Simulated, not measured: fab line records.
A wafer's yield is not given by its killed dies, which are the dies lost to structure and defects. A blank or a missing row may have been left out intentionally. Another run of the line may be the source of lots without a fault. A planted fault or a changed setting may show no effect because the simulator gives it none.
fab line records    flow sky130
[record] lots = 5  wafers = 15  last-day = 50
route steps=708 shown CONTACT@426 METAL1@434 PAD_OPEN@708
lots with no fault: from the same line, run without faults
start-h: hours from the record's opening day to when the first of the lot's shown wafers began    wait-h: hours since the lot's step before    " the same as in the row above    L1.1+2: a single row standing in for several wafers    - no value present, or no start provided    * or withheld: withheld    < > ~ a bound
route shown NAME@n: NAME is a module with steps in the file, n the number in the route of the first one    usual: mean and standard deviation over wafers with no fault    same: alike in all rows    chamber/n: place in a boat    sites: per-site readings    _std_site: the standard deviation of these    _edge_site: mean of outer sites minus mean of inner sites    radius-mm: how far each site lies from the wafer's centre    mask NAME#n: copy n    behind: the last tool/chamber to shape the wafer    hold: reason for holding the lot/hours on hold/outcome of the hold    device: the transistor (n, p or np) that didn't switch    end of line: at the end of the route, the tests of the same wafers    for a step that has no rows: nothing shown but its recipe    killed: not the wafer's yield, but the dies lost to structure and defects at the first sort    map: dies across one wafer; x = killed, . = not, _ = none there
set.NAME: the setting as run; set.NAME@STEP: as run at that earlier step    model.NAME: the simulator's own value behind a step, which no gauge read
lots at selected steps of the route; one table per step, one row per wafer
services: from which hour (start-h, from the record's first day; less than 0 if before it) a tool's chamber was out of use, for how many hours, and why
[[steps]]
[step SKY_CONTACT_STRIP_20]
[recipe] chemistry = post-etch-residue-remover  time-s = 1200  temp-c = 72.5
[step SKY_CONTACT_CLEAN_21]
[recipe] chemistry = IPA  time-s = 180  temp-c = 25
[step SKY_CONTACT_CLEAN_22]
[recipe] chemistry = O3/DIW  dry = n2-spin
[step SKY_CONTACT_SPUTTER_23]
[recipe] material = TiN  target-thk-nm = 20  chamber-pressure-pa = 5  power-w = 4000  time-s = 80
[step SKY_CONTACT_CVD_24]
[recipe] material = W  target-thk-nm = 340  time-s = 102.12  temp-c = 400  pressure-torr = 40
[step SKY_CONTACT_RS_MEAS_25]
[recipe] thk-meas-gauge = four-point-probe  reads = W_of_CONTACT_CVD_24+TiN_of_CONTACT_SPUTTER_23
[usual] CONTACT_W_RS = 0.340/0.0039
lot.wafer  tool           chamber  start-h  wait-h  CONTACT_W_RS[ohm/sq]
L472.4     film-metro-02  -        753.36   0.1     0.342
L472.5     "              -        "        "       0.339
L472.6     "              -        "        "       0.345
L479.2     film-metro-03  -        801.47   0.2     0.341
L479.3     "              -        "        "       0.342
L479.5     "              -        "        "       0.338
L490.3     film-metro-03  -        877.88   0.1     0.335
L490.5     "              -        "        "       0.335
L490.6     "              -        "        "       0.334
L493.2     film-metro-02  -        902.32   0.1     0.342
L493.3     "              -        "        "       0.334
L493.4     "              -        "        "       0.346
L495.1     film-metro-04  -        902.37   0.1     0.342
L495.4     "              -        "        "       0.339
L495.5     "              -        "        "       0.338
[step SKY_CONTACT_THK_MEAS_26]
[recipe] thk-meas-gauge = xrf  reads = W_of_CONTACT_CVD_24
[usual] CONTACT_W_THK = 336/4.6
lot.wafer  tool           chamber  start-h  wait-h  CONTACT_W_THK[nm]
L472.4     film-metro-02  -        753.45   0.1     330
L472.5     "              -        "        "       333
L472.6     "              -        "        "       329
L479.2     film-metro-03  -        801.58   0.1     340
L479.3     "              -        "        "       337
L479.5     "              -        "        "       339
L490.3     film-metro-03  -        877.98   0.1     345
L490.5     "              -        "        "       341
L490.6     "              -        "        "       345
L493.2     film-metro-02  -        902.43   0.1     331
L493.3     "              -        "        "       337
L493.4     "              -        "        "       326
L495.1     film-metro-04  -        902.49   0.1     334
L495.4     "              -        "        "       337
L495.5     "              -        "        "       339
[step SKY_CONTACT_CMP_27]
[recipe] stop-on = SiO2  t-overpolish-s = 15  down-force-psi = 3.5  platen-rpm = 60  target-thk-nm = 0  pad-velocity-m-s = 0.94248
[step SKY_METAL1_SPUTTER_00]
[recipe] material = Ti  target-thk-nm = 15  power-w = 3000  time-s = 10  chamber-pressure-pa = 0.4
[usual] throttle-valve-pct = 29.5/1
lot.wafer  tool            chamber  start-h  wait-h  throttle-valve-pct
L472.4     pvd-sputter-03  -        753.78   0.2     31.4
L472.5     "               -        "        "       31.4
L472.6     "               -        "        "       29.5
L479.2     pvd-sputter-04  -        801.93   0.1     29.4
L479.3     "               -        "        "       27.4
L479.5     "               -        "        "       29.0
L490.3     pvd-sputter-02  -        878.32   0.1     29.5
L490.5     "               -        "        "       29.2
L490.6     "               -        "        "       29.7
L493.2     pvd-sputter-02  -        902.78   0.1     29.7
L493.3     "               -        "        "       27.5
L493.4     "               -        "        "       29.4
L495.1     pvd-sputter-04  -        903.08   0.2     29.3
L495.4     "               -        "        "       30.5
L495.5     "               -        "        "       27.4
[step SKY_METAL1_SPUTTER_01]
[recipe] material = TiN  target-thk-nm = 20  power-w = 6500  time-s = 16.7  chamber-pressure-pa = 0.4
[step SKY_METAL1_SPUTTER_02]
[recipe] material = AlCu  target-thk-nm = 250  power-w = 10600  time-s = 13.3  chamber-pressure-pa = 0.4
[usual] throttle-valve-pct = 29.5/0.99
lot.wafer  tool            chamber  start-h  wait-h  throttle-valve-pct
L472.4     pvd-sputter-03  -        753.83   0.0     31.1
L472.5     "               -        "        "       31.1
L472.6     "               -        "        "       29.7
L479.2     pvd-sputter-04  -        801.98   0.0     29.4
L479.3     "               -        "        "       27.3
L479.5     "               -        "        "       29.0
L490.3     pvd-sputter-02  -        878.37   0.0     29.6
L490.5     "               -        "        "       29.0
L490.6     "               -        "        "       30.0
L493.2     pvd-sputter-02  -        902.83   0.0     29.8
L493.3     "               -        "        "       27.7
L493.4     "               -        "        "       29.2
L495.1     pvd-sputter-04  -        903.13   0.0     29.6
L495.4     "               -        "        "       30.5
L495.5     "               -        "        "       27.5
[step SKY_METAL1_SPUTTER_03]
[recipe] material = Ti  target-thk-nm = 5  power-w = 3000  time-s = 3.3  chamber-pressure-pa = 0.4
[usual] throttle-valve-pct = 29.5/1
lot.wafer  tool            chamber  start-h  wait-h  throttle-valve-pct
L472.4     pvd-sputter-03  -        753.85   0.0     31.2
L472.5     "               -        "        "       31.3
L472.6     "               -        "        "       29.7
L479.2     pvd-sputter-04  -        802.01   0.0     29.0
L479.3     "               -        "        "       27.7
L479.5     "               -        "        "       28.9
L490.3     pvd-sputter-02  -        878.39   0.0     29.4
L490.5     "               -        "        "       29.2
L490.6     "               -        "        "       30.0
L493.2     pvd-sputter-02  -        902.85   0.0     30.1
L493.3     "               -        "        "       27.4
L493.4     "               -        "        "       29.1
L495.1     pvd-sputter-04  -        903.15   0.0     29.4
L495.4     "               -        "        "       30.8
L495.5     "               -        "        "       27.5
[step SKY_METAL1_SPUTTER_04]
[recipe] material = TiN  target-thk-nm = 70  power-w = 6500  time-s = 58.3  chamber-pressure-pa = 0.4
[usual] throttle-valve-pct = 29.6/1
lot.wafer  tool            chamber  start-h  wait-h  throttle-valve-pct  model.TiN_of_METAL1_SPUTTER_04.thk-nm
L472.4     pvd-sputter-03  -        753.87   0.0     31.4                69.33
L472.5     "               -        "        "       31.2                69.81
L472.6     "               -        "        "       29.8                69.34
L479.2     pvd-sputter-04  -        802.02   0.0     29.3                92.69
L479.3     "               -        "        "       27.8                69.91
L479.5     "               -        "        "       28.9                70.46
L490.3     pvd-sputter-02  -        878.41   0.0     29.3                68.48
L490.5     "               -        "        "       29.4                69.74
L490.6     "               -        "        "       29.9                70.32
L493.2     pvd-sputter-02  -        902.87   0.0     30.0                69.55
L493.3     "               -        "        "       27.6                69.1
L493.4     "               -        "        "       29.3                69.35
L495.1     pvd-sputter-04  -        903.17   0.0     29.3                70.27
L495.4     "               -        "        "       30.4                69.48
L495.5     "               -        "        "       27.6                70.41
[step SKY_METAL1_RS_MEAS_05]
[recipe] thk-meas-gauge = four-point-probe  reads = TiN_of_METAL1_SPUTTER_04+Ti_of_METAL1_SPUTTER_03+AlCu_of_METAL1_SPUTTER_02+TiN_of_METAL1_SPUTTER_01+Ti_of_METAL1_SPUTTER_00
[usual] METAL1_ALCU_RS = 0.1262/0.0013
lot.wafer  tool           chamber  start-h  wait-h  METAL1_ALCU_RS[ohm/sq]
L472.4     film-metro-03  -        753.98   0.1     0.1262
L472.5     "              -        "        "       0.1282
L472.6     "              -        "        "       0.1264
L479.2     film-metro-03  -        802.09   0.0     0.1252
L479.3     "              -        "        "       0.1261
L479.5     "              -        "        "       0.1245
L490.3     film-metro-04  -        878.50   0.1     0.1272
L490.5     "              -        "        "       0.1262
L490.6     "              -        "        "       0.1282
L493.2     film-metro-01  -        902.94   0.0     0.1268
L493.3     "              -        "        "       0.1255
L493.4     "              -        "        "       0.1255
L495.1     film-metro-03  -        903.22   0.0     0.1270
L495.4     "              -        "        "       0.1256
L495.5     "              -        "        "       0.1270
[step SKY_METAL1_THK_MEAS_06]
[recipe] thk-meas-gauge = xrf  reads = AlCu_of_METAL1_SPUTTER_02
[usual] METAL1_ALCU_THK = 248.1/2.9
lot.wafer  tool           chamber  start-h  wait-h  METAL1_ALCU_THK[nm]
L472.4     film-metro-03  -        754.07   0.1     249.8
L472.5     "              -        "        "       247.1
L472.6     "              -        "        "       248.4
L479.2     film-metro-03  -        802.20   0.1     240.0
L479.3     "              -        "        "       248.3
L479.5     "              -        "        "       251.3
L490.3     film-metro-04  -        878.60   0.1     245.9
L490.5     "              -        "        "       247.1
L490.6     "              -        "        "       245.2
L493.2     film-metro-01  -        903.05   0.1     246.5
L493.3     "              -        "        "       249.9
L493.4     "              -        "        "       250.5
L495.1     film-metro-03  -        903.34   0.1     245.0
L495.4     "              -        "        "       248.7
L495.5     "              -        "        "       247.4
[step SKY_METAL1_DEHYDRATE_07]
[recipe] temp-c = 200  time-s = 60
[step SKY_METAL1_HMDS_08]
[recipe] prime-time-s = 60  prime-temp-c = 120
[step SKY_METAL1_COAT_09]
[recipe] resist = BARC  temp-c = withheld  time-s = withheld  spin-rpm = 3000  resist-thk-nm = 60
[step SKY_METAL1_COAT_10]
[recipe] resist = KrF-thick  spin-rpm = 3000  resist-thk-nm = 450
[step SKY_METAL1_SOFTBAKE_11]
[recipe] temp-c = 100  time-s = 90  resist = KrF-thick
[step SKY_METAL1_EXPOSE_12]
[recipe] mask-id = MM1  na = 0.8  source-shape = annular  sigma-inner = 0.55  sigma-outer = 0.85  target-cd-nm = 140  dose-mj = 28
[step SKY_METAL1_PEB_13]
[recipe] peb-temp-c = withheld  peb-time-s = withheld  resist = KrF-thick
[step SKY_METAL1_DEVELOP_14]
[recipe] develop-time-s = 60  resist = KrF-thick  dev-temp-c = 21
[step SKY_METAL1_CD_MEAS_15]
[recipe] target-cd-nm = 140
[usual] cd-nm = 140.0/1.4
lot.wafer  tool       chamber  start-h  wait-h  cd-nm
L472.4     cd-sem-02  -        780.12   -       141.5
L472.5     "          -        "        "       141.9
L472.6     "          -        "        "       141.4
L479.2     cd-sem-02  -        828.18   -       138.4
L479.3     "          -        "        "       139.1
L479.5     "          -        "        "       138.8
L490.3     cd-sem-02  -        904.06   -       140.8
L490.5     "          -        "        "       141.9
L490.6     "          -        "        "       142.9
L493.2     cd-sem-01  -        928.13   -       140.9
L493.3     "          -        "        "       140.1
L493.4     "          -        "        "       140.4
L495.1     cd-sem-01  -        928.67   -       139.4
L495.4     "          -        "        "       140.9
L495.5     "          -        "        "       141.7
[step SKY_METAL1_OVL_MEAS_16]
[usual] METAL1_OVL = -2/5.8
lot.wafer  tool        chamber  start-h  wait-h  METAL1_OVL[nm]
L472.4     overlay-02  -        780.19   0.1     -12
L472.5     "           -        "        "       -9
L472.6     "           -        "        "       -4
L479.2     overlay-01  -        828.29   0.1     -1
L479.3     "           -        "        "       3
L479.5     "           -        "        "       10
L490.3     overlay-02  -        904.15   0.1     3
L490.5     "           -        "        "       1
L490.6     "           -        "        "       -3
L493.2     overlay-02  -        928.23   0.1     -8
L493.3     "           -        "        "       -1
L493.4     "           -        "        "       -13
L495.1     overlay-01  -        928.79   0.1     2
L495.4     "           -        "        "       -7
L495.5     "           -        "        "       -5
[step SKY_METAL1_DESCUM_17]
[recipe] chemistry = O2  source-power-w = 150  bias-power-w = 0  pressure-mtorr = 10  temp-c = 40  time-s = 8
[step SKY_METAL1_ETCH_18]
[recipe] chemistry = N2/H2  target = BARC  ion-energy-ev = 200  bias-w = 100  pressure-mtorr = 30  n2-flow-sccm = 100  h2-flow-sccm = 200  icp-w = 500  stop-on = SiO2  time-s = 45.9  target-depth-a = 600
[usual] drypump-motor-current-A = 5.8/0.55  oes-product-au = 0.855/0.0047  throttle-valve-pct = 13.225/0.0096
lot.wafer  tool          chamber  start-h  wait-h  drypump-motor-current-A  oes-product-au  rf-hours-counter-h  throttle-valve-pct
L472.4     rie-metal-04  1        780.26   0.0     5.4                      0.857           -                   13.230
L472.5     "             1        "        "       5.4                      0.848           -                   13.246
L472.6     "             0        "        "       6.6                      0.858           -                   13.214
L479.2     rie-metal-04  1        828.36   0.0     5.4                      0.861           7                   13.231
L479.3     "             1        "        "       5.4                      0.859           -                   13.194
L479.5     "             0        "        "       6.6                      0.856           -                   13.220
L490.3     rie-metal-04  0        904.23   0.0     6.6                      0.850           -                   13.217
L490.5     "             0        "        "       6.6                      0.857           -                   13.213
L490.6     "             1        "        "       5.4                      0.866           -                   13.206
L493.2     rie-metal-03  0        928.29   0.0     6.4                      0.842           8                   13.227
L493.3     "             0        "        "       6.4                      0.856           -                   13.222
L493.4     "             1        "        "       5.1                      0.861           -                   13.242
L495.1     rie-metal-04  0        928.86   0.0     6.6                      0.852           13                  13.222
L495.4     "             1        "        "       5.4                      0.860           -                   13.230
L495.5     "             0        "        "       6.6                      0.859           -                   13.231
[step SKY_METAL1_METAL_ETCH_19]
[recipe] target-depth-a = 3600  stop-on = SiO2  over-etch-frac = 0.3  time-s = 78  chemistry = Cl2/BCl3  resist-sidewall-deg = 88  pressure-mtorr = 10  icp-w = 900  bias-w = 48.5  Cl2_flow_sccm = 60  bcl3-flow-sccm = 30
[step SKY_METAL1_STRIP_20]
[recipe] chemistry = O2/N2  power-w = 1400  pressure-mtorr = 1500  platen-temp-c = withheld  o2-flow-sccm = 3000  n2-flow-sccm = 300  overash-fraction = 0.5
[usual] drypump-motor-current-A = 5.8/0.55  oes-product-au = 0.344/0.0047  strip-time-to-endpoint-s = 2.720/0.027
lot.wafer  tool             chamber  start-h  wait-h  drypump-motor-current-A  oes-product-au  rf-hours-counter-h  strip-time-to-endpoint-s
L472.4     plasma-asher-01  1        780.43   0.1     4.9                      0.340           -                   2.712
L472.5     "                1        "        "       4.9                      0.347           -                   2.736
L472.6     "                0        "        "       5.8                      0.349           -                   2.726
L479.2     plasma-asher-03  1        828.57   0.1     5.6                      0.338           8                   2.683
L479.3     "                1        "        "       5.6                      0.344           -                   2.729
L479.5     "                0        "        "       6.2                      0.338           -                   2.735
L490.3     plasma-asher-03  0        904.39   0.1     6.2                      0.344           -                   2.693
L490.5     "                0        "        "       6.2                      0.351           -                   2.731
L490.6     "                1        "        "       5.6                      0.342           -                   2.669
L493.2     plasma-asher-02  0        928.45   0.1     6.6                      0.346           79                  2.732
L493.3     "                1        "        "       5.7                      0.343           -                   2.715
L493.4     "                0        "        "       6.7                      0.338           -                   2.715
L495.1     plasma-asher-01  0        929.01   0.1     5.8                      0.345           53                  2.730
L495.4     "                1        "        "       4.9                      0.350           -                   2.689
L495.5     "                0        "        "       5.8                      0.343           -                   2.709
[step SKY_METAL1_STRIP_21]
[recipe] chemistry = post-etch-residue-remover  time-s = 1200  temp-c = 72.5
[usual] bath-guard-temp-C = 72.5/0.51
lot.wafer  tool          chamber  start-h  wait-h  bath-guard-temp-C  model.TiN_of_METAL1_SPUTTER_04.thk-nm
L472.4     wet-bench-03  1        780.50   0.0     72.9               68.91
L472.5     "             1        "        "       72.8               69.39
L472.6     "             1        "        "       73.3               68.92
L479.2     wet-bench-04  3        828.67   0.1     72.5               92.27
L479.3     "             3        "        "       72.4               69.49
L479.5     "             3        "        "       72.2               70.04
L490.3     wet-bench-03  1        904.46   0.0     72.7               68.06
L490.5     "             1        "        "       72.5               69.32
L490.6     "             1        "        "       72.3               69.9
L493.2     wet-bench-01  1        928.55   0.1     72.7               69.12
L493.3     "             1        "        "       72.8               68.68
L493.4     "             1        "        "       73.1               68.93
L495.1     wet-bench-01  2        929.11   0.1     72.7               69.85
L495.4     "             2        "        "       72.4               69.06
L495.5     "             2        "        "       72.7               69.99
[step SKY_METAL1_CLEAN_22]
[recipe] chemistry = IPA  time-s = 180  temp-c = 25
[step SKY_PAD_OPEN_PROBE_99]
[usual] defect-limited-yield = 82.3/1.9  killed_at_M0_to_M3 = 44/6.5  killed_at_M4_up = 3.3/1.9  killed-at-contacts = 24/5.3  killed-at-front-end = 15/4.5  killed-at-other = 0.3/0.58  killed-dies = 87/9.3  killed-open = 48/6.6  killed-short = 39/6.1  sort_bin_3_pad_short = 0.9/0.46  sort_bin_5_function = 10.5/1.6  sort_bin_6_memory = 6.3/1.1  sort-n-pass = 405/9.3  sort-yield-pct = 82.3/1.9
[same] gross-dies = 492  killed-at-back-side = 0  sort_bin_4_leakage[%] = 0  sort_bin_8_speed[%] = 0
lot.wafer  tool       chamber  start-h  wait-h  defect-limited-yield[%]  killed_at_M0_to_M3  killed_at_M4_up  killed-at-contacts  killed-at-front-end  killed-at-other  killed-dies  killed-open  killed-short  sort_bin_3_pad_short[%]  sort_bin_5_function[%]  sort_bin_6_memory[%]  sort-n-pass  sort-yield-pct[%]  model.etest.via1-chain.rc-ohm
L472.4     prober-02  -        1086.12  0.2     78.5                     49                  3                34                  20                   0                106          60           46            0.8                      11.0                    9.8                   386          78.5               16.31
L472.5     prober-02  -        1086.17  0.2     82.9                     35                  3                31                  14                   1                84           40           44            0.6                      10.0                    6.5                   408          82.9               16.6
L472.6     prober-02  -        1086.22  0.2     80.9                     49                  3                24                  18                   0                94           52           42            1.2                      11.2                    6.7                   398          80.9               16.13
L479.2     prober-01  -        1125.68  0.1     81.5                     45                  3                25                  17                   1                91           51           40            1.4                      9.6                     7.5                   401          81.5               17.9
L479.3     prober-01  -        1125.73  0.2     83.7                     31                  1                31                  16                   1                80           49           31            0.8                      7.5                     7.9                   412          83.7               16.33
L479.5     prober-01  -        1125.83  0.2     81.3                     45                  5                19                  23                   0                92           50           42            0.6                      9.8                     8.3                   400          81.3               17.16
L490.3     prober-02  -        1177.85  0.2     81.3                     41                  4                36                  11                   0                92           44           48            0.6                      10.8                    7.3                   400          81.3               16.05
L490.5     prober-02  -        1177.95  0.2     82.3                     36                  3                24                  21                   3                87           49           38            0.4                      10.2                    7.1                   405          82.3               15.48
L490.6     prober-02  -        1178.00  0.2     81.9                     47                  5                27                  9                    1                89           48           41            1.6                      11.4                    5.1                   403          81.9               16.38
L493.2     prober-01  -        1192.69  0.1     81.9                     44                  3                31                  11                   0                89           50           39            0.4                      9.6                     8.1                   403          81.9               17.48
L493.3     prober-01  -        1192.74  0.2     84.8                     35                  5                17                  17                   1                75           47           28            1.2                      8.5                     5.5                   417          84.8               17.6
L493.4     prober-01  -        1192.79  0.2     83.3                     40                  5                29                  8                    0                82           50           32            1.2                      9.1                     6.3                   410          83.3               17.33
L495.1     prober-02  -        1193.90  0.1     81.1                     50                  7                24                  11                   1                93           54           39            0.2                      11.4                    7.3                   399          81.1               18.44
L495.4     prober-02  -        1194.05  0.2     80.3                     44                  6                33                  14                   0                97           52           45            0.8                      12.2                    6.7                   395          80.3               17.84
L495.5     prober-02  -        1194.10  0.2     81.3                     48                  2                29                  11                   2                92           52           40            0.8                      12.4                    5.5                   400          81.3               17.78
// killed by level:class
L472.4 LI_CONTACT:geometric-particle:open=14 VIA2:geometric-particle:open=8 VIA3:geometric-particle:open=7 CONTACT:geometric-particle:short=7 VIA1:geometric-particle:open=7 POLY_GATE:geometric-particle:short=6 METAL2:geometric-particle:open=5 CONTACT:geometric-particle:open=5
L472.5 CONTACT:geometric-particle:open=11 VIA1:geometric-particle:open=9 LOCAL_INTERCONNECT:geometric-particle:short=7 METAL2:geometric-particle:short=7 VIA2:geometric-particle:open=7 CONTACT:geometric-particle:short=5 POLY_GATE:geometric-particle:short=4 FIELD_ISO:geometric-particle:open=3
L472.6 CONTACT:geometric-particle:open=10 VIA1:geometric-particle:short=8 VIA1:geometric-particle:open=8 VIA2:geometric-particle:open=7 METAL2:geometric-particle:short=6 FIELD_ISO:geometric-particle:open=5 LOCAL_INTERCONNECT:geometric-particle:short=5 FIELD_ISO:geometric-particle:short=5
L479.2 VIA1:geometric-particle:open=10 VIA3:geometric-particle:open=9 POLY_GATE:geometric-particle:open=8 LI_CONTACT:geometric-particle:open=8 CONTACT:geometric-particle:short=6 CONTACT:geometric-particle:open=5 METAL1:geometric-particle:short=5 METAL2:geometric-particle:short=5
L479.3 CONTACT:geometric-particle:open=10 LOCAL_INTERCONNECT:geometric-particle:short=7 LI_CONTACT:geometric-particle:open=6 VIA3:geometric-particle:open=6 POLY_GATE:geometric-particle:open=5 POLY_GATE:geometric-particle:short=5 VIA1:geometric-particle:open=5 FIELD_ISO:geometric-particle:open=4
L479.5 VIA1:geometric-particle:open=13 VIA3:geometric-particle:open=8 FIELD_ISO:geometric-particle:short=6 LI_CONTACT:geometric-particle:open=6 VIA1:geometric-particle:short=6 POLY_GATE:geometric-particle:open=5 CONTACT:geometric-particle:open=5 METAL2:geometric-particle:short=5
L490.3 LOCAL_INTERCONNECT:geometric-particle:short=13 VIA3:geometric-particle:open=8 LI_CONTACT:geometric-particle:open=7 CONTACT:geometric-particle:open=7 CONTACT:geometric-particle:short=6 VIA2:geometric-particle:open=5 VIA1:geometric-particle:open=5 VIA1:geometric-particle:short=5
L490.5 POLY_GATE:geometric-particle:short=9 LI_CONTACT:geometric-particle:open=9 VIA1:geometric-particle:open=8 CONTACT:geometric-particle:open=8 VIA1:geometric-particle:short=6 VIA2:geometric-particle:open=6 FIELD_ISO:geometric-particle:open=5 METAL2:geometric-particle:short=5
L490.6 VIA1:geometric-particle:open=12 CONTACT:geometric-particle:open=11 VIA3:geometric-particle:open=7 METAL1:geometric-particle:short=6 VIA1:geometric-particle:short=6 METAL2:geometric-particle:short=5 METAL4:geometric-particle:short=5 LI_CONTACT:geometric-particle:short=4
L493.2 CONTACT:geometric-particle:open=14 VIA1:geometric-particle:open=9 VIA2:geometric-particle:open=8 FIELD_ISO:geometric-particle:short=5 CONTACT:geometric-particle:short=5 METAL2:geometric-particle:short=5 VIA3:geometric-particle:open=5 LI_CONTACT:geometric-particle:open=4
L493.3 VIA1:geometric-particle:open=10 POLY_GATE:geometric-particle:open=7 CONTACT:geometric-particle:open=7 VIA1:geometric-particle:short=5 VIA3:geometric-particle:open=5 FIELD_ISO:geometric-particle:open=4 LI_CONTACT:geometric-particle:open=3 LOCAL_INTERCONNECT:geometric-particle:short=3
L493.4 CONTACT:geometric-particle:open=16 VIA1:geometric-particle:open=10 LI_CONTACT:geometric-particle:open=6 VIA3:geometric-particle:open=5 CONTACT:geometric-particle:short=4 METAL2:geometric-particle:short=4 VIA2:geometric-particle:open=4 METAL3:geometric-particle:short=4
L495.1 VIA1:geometric-particle:open=10 METAL1:geometric-particle:short=8 LI_CONTACT:geometric-particle:open=8 VIA2:geometric-particle:open=8 CONTACT:geometric-particle:open=7 VIA1:geometric-particle:short=7 CONTACT:geometric-particle:short=7 VIA3:geometric-particle:open=6
L495.4 CONTACT:geometric-particle:open=14 VIA1:geometric-particle:open=12 METAL2:geometric-particle:short=8 POLY_GATE:geometric-particle:short=6 LOCAL_INTERCONNECT:geometric-particle:short=6 VIA2:geometric-particle:open=6 METAL3:geometric-particle:short=5 LI_CONTACT:geometric-particle:short=5
L495.5 VIA1:geometric-particle:open=17 CONTACT:geometric-particle:open=16 CONTACT:geometric-particle:short=6 VIA2:geometric-particle:open=6 METAL1:geometric-particle:short=5 VIA1:geometric-particle:short=5 METAL3:geometric-particle:short=5 FIELD_ISO:geometric-particle:short=4
[[services]]
tool             chamber  start-h  hours  kind
plasma-asher-03  -        733.75   9.0    pm
plasma-asher-03  0        733.75   9.0    vent-cycle
plasma-asher-03  1        733.75   9.0    vent-cycle
plasma-asher-03  -        738.77   3.7    repair
plasma-asher-03  0        742.75   -      clean
rie-metal-04     1        746.35   6.7    repair
wet-bench-03     -        758.96   2.8    repair
plasma-asher-01  -        787.57   2.8    pm
pvd-sputter-03   -        787.78   8.4    repair
pvd-sputter-04   -        796.82   4.7    repair
plasma-asher-03  -        808.35   2.8    pm
pvd-sputter-03   -        811.49   1.1    repair
wet-bench-04     -        811.67   2.7    repair
rie-metal-03     1        825.46   7.6    repair
wet-bench-03     -        826.13   3.1    repair
plasma-asher-02  -        826.96   14.6   pm
pvd-sputter-03   -        833.76   3.3    repair
pvd-sputter-02   -        838.35   2.4    repair
rie-metal-04     -        843.76   1.0    repair
pvd-sputter-02   -        855.48   1.1    repair
plasma-asher-03  -        860.22   2.6    repair
pvd-sputter-04   -        862.62   14.0   repair
rie-metal-03     -        891.95   1.4    pm
pvd-sputter-03   -        918.34   54.1   repair
[[key]]
first-sign none at tools or gauges
[model-effect] step = SKY_METAL1_SPUTTER_04  value = TiN_of_METAL1_SPUTTER_04.thk-nm  without = 70.91  struck = 92.69
[model-effect] step = SKY_METAL1_STRIP_21  value = TiN_of_METAL1_SPUTTER_04.thk-nm  without = 70.49  struck = 92.27
[model-effect] step = SKY_PAD_OPEN_PROBE_99  value = etest.via1-chain.rc-ohm  without = 16.78  struck = 17.9
met-at SKY_METAL1_SPUTTER_04
struck-wafers L479.2
[fault] kind = process-parameter-drift  tool = pvd-sputter-04  chamber = -  onset-h = 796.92  steps = SKY_METAL1_SPUTTER_04  channel = time-s  offset = *  shape = step  end-h = 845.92  scope = struck-wafers-only  acts-in = *  stated = *
